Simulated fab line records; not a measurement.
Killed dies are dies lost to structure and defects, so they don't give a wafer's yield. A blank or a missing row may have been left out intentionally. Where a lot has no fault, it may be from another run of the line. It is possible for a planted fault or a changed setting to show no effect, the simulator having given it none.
Chamber matching + flow gf180mcu + cmp-01 running GF_V5_CMP_04: 4 sister chambers
The step polishes SiO2. 8 wafers are shown with their chamber, then 11 later ones without.

WAFERS, EACH WITH ITS CHAMBER
| wafer  | chamber | motor current A (A) | platen rpm (rpm) |
|--------|---------|---------------------|------------------|
| L079.5 | 3       | 11.1                | 59.96            |
| L080.2 | 3       | 10.7                | 60.03            |
| L084.4 | 2       | 13.4                | 59.92            |
| L084.6 | 1       | 11.6                | 59.98            |
| L086.1 | 2       | 13.4                | 59.94            |
| L086.4 | 0       | 14.3                | 59.96            |
| L086.5 | 0       | 15.6                | 60.01            |
| L087.2 | 1       | 10.9                | 60.02            |

WAFERS WHOSE CHAMBER IS MISSING
| wafer  | motor current A (A) | platen rpm (rpm) |
|--------|---------------------|------------------|
| L087.4 | 10.9                | 60.02            |
| L087.6 | 10.9                | 60.01            |
| L092.1 | 13.4                | 60.09            |
| L092.3 | 10.9                | 60.04            |
| L092.5 | 15.0                | 59.96            |
| L094.2 | 14.7                | 60.01            |
| L094.4 | 11.4                | 60.02            |
| L094.5 | 11.7                | 60.00            |
| L097.1 | 14.0                | 60.08            |
| L097.3 | 11.3                | 60.00            |
| L097.4 | 13.5                | 59.99            |

THE CHAMBER EACH PASSED THROUGH
| wafer  | from the rows above               | in truth |
|--------|-----------------------------------|----------|
| L087.4 | can't be placed: 3 or 1           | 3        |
| L087.6 | can't be placed: 3 or 1           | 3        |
| L092.1 | can't be placed: 0 or 2 or 1 or 3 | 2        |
| L092.3 | can't be placed: 3 or 1           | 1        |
| L092.5 | 0                                 | 0        |
| L094.2 | 0                                 | 0        |
| L094.4 | can't be placed: 1 or 3           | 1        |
| L094.5 | can't be placed: 1 or 3           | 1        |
| L097.1 | can't be placed: 0 or 2           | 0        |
| L097.3 | can't be placed: 1 or 3           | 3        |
| L097.4 | can't be placed: 2 or 0           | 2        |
Placed correctly: 2 of 11. Can't be placed from these rows: 9 (the true chamber is among the candidates in 9). Wrongly placed: 0.
How it was worked out, from the rows above alone: a wafer's distance from a chamber is the root of the sum, over the readings, of the square of ((its reading less the chamber's mean) divided by the reading's scatter). If the next closest chamber is less than 2 further off than the closest, the wafer can't be placed; otherwise it belongs to the closest. For every chamber, the mean is computed from those of its wafers that are shown. The scatter: the root of (the sum of the squares of (reading less its chamber's mean) over the shown wafers, divided by (wafers less chambers)).
